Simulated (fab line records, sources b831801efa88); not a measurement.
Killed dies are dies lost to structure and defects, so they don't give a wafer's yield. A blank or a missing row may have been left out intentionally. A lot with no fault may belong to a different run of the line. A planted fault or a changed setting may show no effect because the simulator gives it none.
Matching of chambers || flow sky130 || SKY_VIA3_CMP_24 on cmp-02 has 4 sister chambers
The step polishes, stops on SiO2, t overpolish 20 s, target thk 0 nm. 8 wafers are shown with their chamber, then 8 later ones without.

== WAFERS PAIRED WITH THEIR CHAMBERS ==
{"wafer": "L391.2", "chamber": 2, "motor_current_A (A)": 13.3, "head_pressure_psi (psi)": 3.496}
{"wafer": "L396.3", "chamber": 1, "motor_current_A (A)": 10.8, "head_pressure_psi (psi)": 3.502}
{"wafer": "L396.6", "chamber": 0, "motor_current_A (A)": 12.2, "head_pressure_psi (psi)": 3.502}
{"wafer": "L397.1", "chamber": 2, "motor_current_A (A)": 13.0, "head_pressure_psi (psi)": 3.477}
{"wafer": "L397.4", "chamber": 1, "motor_current_A (A)": 11.1, "head_pressure_psi (psi)": 3.508}
{"wafer": "L400.4", "chamber": 0, "motor_current_A (A)": 11.4, "head_pressure_psi (psi)": 3.503}
{"wafer": "L400.5", "chamber": 3, "motor_current_A (A)": 11.1, "head_pressure_psi (psi)": 3.504}
{"wafer": "L410.1", "chamber": 3, "motor_current_A (A)": 10.6, "head_pressure_psi (psi)": 3.506}

== WAFERS WITH NO CHAMBER GIVEN ==
{"wafer": "L410.2", "motor_current_A (A)": 12.4, "head_pressure_psi (psi)": 3.500}
{"wafer": "L410.4", "motor_current_A (A)": 10.4, "head_pressure_psi (psi)": 3.501}
{"wafer": "L411.2", "motor_current_A (A)": 12.2, "head_pressure_psi (psi)": 3.504}
{"wafer": "L411.5", "motor_current_A (A)": 13.5, "head_pressure_psi (psi)": 3.502}
{"wafer": "L411.6", "motor_current_A (A)": 11.1, "head_pressure_psi (psi)": 3.501}
{"wafer": "L414.2", "motor_current_A (A)": 11.2, "head_pressure_psi (psi)": 3.496}
{"wafer": "L414.5", "motor_current_A (A)": 11.8, "head_pressure_psi (psi)": 3.508}
{"wafer": "L414.6", "motor_current_A (A)": 13.1, "head_pressure_psi (psi)": 3.505}

== WHICH CHAMBER EACH WENT THROUGH ==
{"wafer": "L410.2", "from the rows above": "can't be placed: 0 or 2", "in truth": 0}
{"wafer": "L410.4", "from the rows above": "can't be placed: 3 or 1", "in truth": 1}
{"wafer": "L411.2", "from the rows above": 0, "in truth": 0}
{"wafer": "L411.5", "from the rows above": 2, "in truth": 2}
{"wafer": "L411.6", "from the rows above": "can't be placed: 1 or 3 or 0", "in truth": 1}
{"wafer": "L414.2", "from the rows above": "can't be placed: 1 or 3 or 0", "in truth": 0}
{"wafer": "L414.5", "from the rows above": "can't be placed: 0 or 1 or 3", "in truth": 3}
{"wafer": "L414.6", "from the rows above": "can't be placed: 2 or 0", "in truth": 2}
Correct placement for 2 of the 8. These rows do not allow placing 6 (true chamber among the candidates in 6). Number placed wrongly: 0.
How it was worked out, from the rows above alone: a wafer's distance from a chamber is the root of the sum, over the readings, of the square of ((its reading less the chamber's mean) divided by the reading's scatter). The wafer belongs to the nearest chamber; if the next one is less than 2 further off, it can't be placed. For every chamber, the mean is computed from those of its wafers that are shown. The scatter: take each reading less its chamber's mean, square it, sum over the shown wafers, divide by the number of wafers less the number of chambers, and take the root.
